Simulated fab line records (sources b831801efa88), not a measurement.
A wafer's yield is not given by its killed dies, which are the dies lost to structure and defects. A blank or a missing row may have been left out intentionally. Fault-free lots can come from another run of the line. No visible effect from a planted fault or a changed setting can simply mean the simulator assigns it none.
Which tool is to blame? / flow gf180mcu / 39 wafers from 13 lots sampled at 3 of the route's 602 steps

WHAT THE GAUGES READ, wafer by wafer
GF_HV_LDD_CD_MEAS_31 targets a cd of 400 nm. Usual: cdNm 400.3 nm, standard deviation 2.4.
lot=L489; measured=day 11 13:41; on=cdSem-01; cdNm (nm)=399.2 401.0 400.0; flag=
lot=L490; measured=day 11 16:18; on=cdSem-02; cdNm (nm)=396.6 395.8 394.1; flag=
lot=L491; measured=day 12 01:05; on=cdSem-02; cdNm (nm)=399.8 400.8 400.7; flag=
lot=L492; measured=day 12 10:19; on=cdSem-01; cdNm (nm)=399.1 399.3 399.6; flag=
lot=L493; measured=day 12 10:35; on=cdSem-01; cdNm (nm)=402.1 400.7 402.5; flag=
lot=L494; measured=day 13 00:25; on=cdSem-02; cdNm (nm)=403.9 402.1 403.5; flag=
lot=L495; measured=day 13 08:26; on=cdSem-02; cdNm (nm)=400.7 402.3 399.8; flag=
lot=L496; measured=day 13 15:50; on=cdSem-01; cdNm (nm)=402.4 402.1 402.3; flag=
lot=L501; measured=day 16 00:20; on=cdSem-02; cdNm (nm)=402.2 402.4 401.9; flag=
lot=L508; measured=day 17 17:59; on=cdSem-02; cdNm (nm)=397.6 398.3 398.6; flag=
lot=L510; measured=day 18 10:30; on=cdSem-01; cdNm (nm)=400.6 396.7 399.9; flag=
lot=L511; measured=day 18 16:09; on=cdSem-02; cdNm (nm)=404.9 401.7 403.7; flag=
lot=L512; measured=day 18 22:50; on=cdSem-02; cdNm (nm)=401.2 402.2 401.0; flag=

GF_HV_LDD_CD_MEAS_46 targets a cd of 400 nm. Usual: cdNm 399.3 nm, standard deviation 2.1.
lot=L489; measured=day 12 09:52; on=cdSem-01; cdNm (nm)=395.3 396.3 396.0; flag=
lot=L490; measured=day 12 12:25; on=cdSem-01; cdNm (nm)=399.4 401.5 402.5; flag=
lot=L491; measured=day 12 20:36; on=cdSem-01; cdNm (nm)=397.1 394.6 397.6; flag=
lot=L492; measured=day 13 06:59; on=cdSem-02; cdNm (nm)=401.4 400.0 402.8; flag=
lot=L493; measured=day 13 07:41; on=cdSem-02; cdNm (nm)=400.5 399.5 399.0; flag=
lot=L494; measured=day 13 20:19; on=cdSem-01; cdNm (nm)=398.6 398.4 398.6; flag=
lot=L495; measured=day 14 05:47; on=cdSem-01; cdNm (nm)=400.9 400.6 400.7; flag=
lot=L496; measured=day 14 13:28; on=cdSem-02; cdNm (nm)=395.5 397.3 396.6; flag=
lot=L501; measured=day 16 23:43; on=cdSem-02; cdNm (nm)=400.9 399.1 399.1; flag=
lot=L508; measured=day 18 17:21; on=cdSem-02; cdNm (nm)=402.5 401.4 401.5; flag=
lot=L510; measured=day 19 10:31; on=cdSem-02; cdNm (nm)=397.2 395.8 400.5; flag=
lot=L511; measured=day 19 16:33; on=cdSem-01; cdNm (nm)=401.1 398.2 399.1; flag=
lot=L512; measured=day 19 22:22; on=cdSem-02; cdNm (nm)=398.6 398.9 397.5; flag=

GF_HV_LDD_OVL_MEAS_47. Usual: for HV_LDD_03_OVL the level is -0.7 nm and the standard deviation is 1.4.
lot=L489; measured=day 12 09:59; on=overlay-01; HV_LDD_03_OVL (nm)=-1.9 -1.6 -0.7; flag=
lot=L490; measured=day 12 12:32; on=overlay-02; HV_LDD_03_OVL (nm)=-2.7 -1.0 -1.9; flag=
lot=L491; measured=day 12 20:43; on=overlay-01; HV_LDD_03_OVL (nm)=-0.8 -1.8 -2.4; flag=
lot=L492; measured=day 13 07:05; on=overlay-01; HV_LDD_03_OVL (nm)=0.5 2.3 1.8; flag=
lot=L493; measured=day 13 07:49; on=overlay-02; HV_LDD_03_OVL (nm)=-1.1 0.1 0.6; flag=
lot=L494; measured=day 13 20:26; on=overlay-01; HV_LDD_03_OVL (nm)=-3.2 -3.1 -2.1; flag=
lot=L495; measured=day 14 05:55; on=overlay-02; HV_LDD_03_OVL (nm)=0.0 1.3 0.7; flag=
lot=L496; measured=day 14 13:34; on=overlay-01; HV_LDD_03_OVL (nm)=-2.5 -2.0 -0.7; flag=
lot=L501; measured=day 16 23:50; on=overlay-01; HV_LDD_03_OVL (nm)=-2.4 -3.5 -2.1; flag=
lot=L508; measured=day 18 17:28; on=overlay-02; HV_LDD_03_OVL (nm)=0.2 1.5 0.6; flag=
lot=L510; measured=day 19 10:38; on=overlay-02; HV_LDD_03_OVL (nm)=-2.9 -0.7 -1.4; flag=
lot=L511; measured=day 19 16:39; on=overlay-02; HV_LDD_03_OVL (nm)=1.4 -0.1 1.1; flag=
lot=L512; measured=day 19 22:28; on=overlay-02; HV_LDD_03_OVL (nm)=1.7 0.9 -0.6; flag=

EACH LOT AND THE TOOL THAT RAN IT (in order: tool; ch and the chambers of the sampled wafers; start)
The record holds no process step before these readings.

WHAT THE TOOLS THEMSELVES READ (means of the sampled wafers that have a number; where no wafer has one, the mark that the record gives instead)
The record holds no such reading with a usual standard deviation.

THE ANSWER, worked out from the rows above alone
Rule: a lot counts as off when the mean over its wafers that have a number is more than 3 standard deviations away from the usual mean. Also off: a lot with no number at a reading for which 4 or more lots have one. Where the step has rows for the other lots, those lots are counted as sound. First the gauges in route order, then the tools' own readings, where a lot's mean is used as printed above. The first step at which some lot is off is used, and at that step the reading that is off furthest; a lot without a number counts as furthest.
No lot is off on any of the readings shown, so nothing can be concluded from this.

WHAT WAS PUT IN BY THE SIMULATOR
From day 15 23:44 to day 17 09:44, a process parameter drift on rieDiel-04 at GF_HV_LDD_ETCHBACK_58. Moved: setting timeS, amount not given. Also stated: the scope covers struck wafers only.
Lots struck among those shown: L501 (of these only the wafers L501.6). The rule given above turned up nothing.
